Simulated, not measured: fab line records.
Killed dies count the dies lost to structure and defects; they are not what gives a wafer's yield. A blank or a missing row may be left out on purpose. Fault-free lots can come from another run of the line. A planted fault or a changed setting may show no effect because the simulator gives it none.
Chamber matching || flow sfq line || 4 sister chambers for SFQ_TRILAYER_I4_VIA_BARC_OPEN_VIA_ETCH_146 on rie diel-03
The step etches BARC in O2, target depth 125 nm, time 41.7 s. 7 wafers are shown with their chamber, then 7 later ones without.

EACH WAFER AND ITS CHAMBER
{"wafer": "L470.4", "chamber": 3, "drypump motor current A (A)": 5.7, "rf fwd power W (W)": 491.5}
{"wafer": "L472.1", "chamber": 0, "drypump motor current A (A)": 6.3, "rf fwd power W (W)": 491.2}
{"wafer": "L473.6", "chamber": 2, "drypump motor current A (A)": 5.4, "rf fwd power W (W)": 492.9}
{"wafer": "L481.3", "chamber": 2, "drypump motor current A (A)": 5.4, "rf fwd power W (W)": 495.6}
{"wafer": "L481.6", "chamber": 1, "drypump motor current A (A)": 5.5, "rf fwd power W (W)": 493.0}
{"wafer": "L486.2", "chamber": 1, "drypump motor current A (A)": 5.6, "rf fwd power W (W)": 495.9}
{"wafer": "L486.3", "chamber": 0, "drypump motor current A (A)": 6.3, "rf fwd power W (W)": 491.8}

WAFERS WHOSE CHAMBER IS MISSING
{"wafer": "L486.5", "drypump motor current A (A)": 5.4, "rf fwd power W (W)": 493.6}
{"wafer": "L487.3", "drypump motor current A (A)": 6.3, "rf fwd power W (W)": 491.9}
{"wafer": "L487.4", "drypump motor current A (A)": 5.5, "rf fwd power W (W)": 495.3}
{"wafer": "L487.5", "drypump motor current A (A)": 6.3, "rf fwd power W (W)": 489.0}
{"wafer": "L489.4", "drypump motor current A (A)": 5.5, "rf fwd power W (W)": 493.7}
{"wafer": "L489.5", "drypump motor current A (A)": 6.3, "rf fwd power W (W)": 492.8}
{"wafer": "L489.6", "drypump motor current A (A)": 5.5, "rf fwd power W (W)": 493.5}

THE CHAMBER EACH PASSED THROUGH
{"wafer": "L486.5", "from the rows above": 2, "in truth": 2}
{"wafer": "L487.3", "from the rows above": 0, "in truth": 0}
{"wafer": "L487.4", "from the rows above": "can't be placed: 1 or 2", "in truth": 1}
{"wafer": "L487.5", "from the rows above": 0, "in truth": 0}
{"wafer": "L489.4", "from the rows above": "can't be placed: 1 or 2", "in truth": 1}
{"wafer": "L489.5", "from the rows above": 0, "in truth": 0}
{"wafer": "L489.6", "from the rows above": "can't be placed: 1 or 2", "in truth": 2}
4 of 7 placed correctly. These rows do not allow placing 3 (true chamber among the candidates in 3). Wrongly placed: 0.
How it was worked out, from the rows above alone: a wafer's distance from a chamber is the root of the sum, over the readings, of the square of ((its reading less the chamber's mean) divided by the reading's scatter). The wafer belongs to the nearest chamber; if the next one is less than 2 further off, it can't be placed. The mean given for a chamber averages the wafers shown for that chamber. The scatter: take each reading less its chamber's mean, square it, sum over the shown wafers, divide by the number of wafers less the number of chambers, and take the root.
